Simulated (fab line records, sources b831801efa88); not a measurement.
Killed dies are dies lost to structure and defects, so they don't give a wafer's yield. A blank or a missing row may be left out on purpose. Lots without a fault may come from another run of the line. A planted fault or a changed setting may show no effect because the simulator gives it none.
One fault seen from 2 desks | flow sky130 | each desk has only its own numbers; what lay behind them comes last

THE METROLOGY DESK
What the gauges read, lot by lot, whatever tool the lot ran on: means of the sampled wafers that have a number. A lot is out of limits, marked OUT, if its mean lies more than 4 standard deviations from the usual mean; the brackets give that distance.
Columns: A = POLY_GATE_TW at SKY_RES_PROTECT_TW_MEAS_08, usual 4054; B = POLY_GATE_CVD_03_THK at SKY_POLY_GATE_THK_MEAS_04, usual 74.5 nm; C = cd_nm at SKY_POLY_GATE_CD_MEAS_13, usual 150.0 nm; D = POLY_GATE_OVL at SKY_POLY_GATE_OVL_MEAS_14, usual -4 nm
lot  | first seen here | A    | B    | C     | D
L443 | day 17 15:43    | 4101 | 74.8 | 149.9 | -8
L445 | day 18 11:04    | 4109 | 74.1 | 150.6 | -2
L450 | day 20 07:59    | 4026 | 74.0 | 153.4 | -3
L452 | day 20 23:02    | 4012 | 74.8 | 153.7 | 0
L454 | day 21 18:11    | 4005 | 74.2 | 152.0 | -9
L455 | day 22 07:16    | 4022 | 74.0 | 149.5 | -3
This desk's finding: nothing out of limits on any of the 6 lots.

THE TOOL OWNER'S DESK: litho_track-03
The tool's own readings at SKY_POLY_GATE_SOFTBAKE_09 (time 90 s): means of the sampled wafers that have a number, for each lot that ran on this tool. A lot is out of limits, marked OUT, if its mean lies more than 4 standard deviations from the usual mean; the brackets give that distance.
Columns: A = heater_power_total_W at SKY_POLY_GATE_SOFTBAKE_09, usual 57.35 W; B = plate_temp_C at SKY_POLY_GATE_SOFTBAKE_09, usual 100.00 C
lot  | first seen here | A               | B
L445 | day 19 03:00    | 57.32           | 100.21
L450 | day 21 05:00    | 52.28 (-46) OUT | 93.55 (-46) OUT
L452 | day 21 17:00    | 52.26 (-46) OUT | 93.56 (-46) OUT
This desk's finding: out of limits on L450, L452; first on L450, day 21 05:00 (heater_power_total_W at SKY_POLY_GATE_SOFTBAKE_09). In limits: L445.

PUT TOGETHER
The tool owner's desk could have raised an alarm at day 21 05:00, on L450, L452.
The metrology desk saw nothing out of limits.
The metrology desk has L450, L452 on record, within its limits.
Of the lots named, all ran SKY_POLY_GATE_SOFTBAKE_09 on litho_track-03.

WHAT THE SIMULATOR HAD PUT IN
Process parameter drift: litho_track-03, from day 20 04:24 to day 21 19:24, at SKY_POLY_GATE_SOFTBAKE_09. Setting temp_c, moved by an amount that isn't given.
Lots struck among those shown: L450, L452.
Hours from the fault's start to each desk's first reading out of limits: the tool owner's desk, 25.
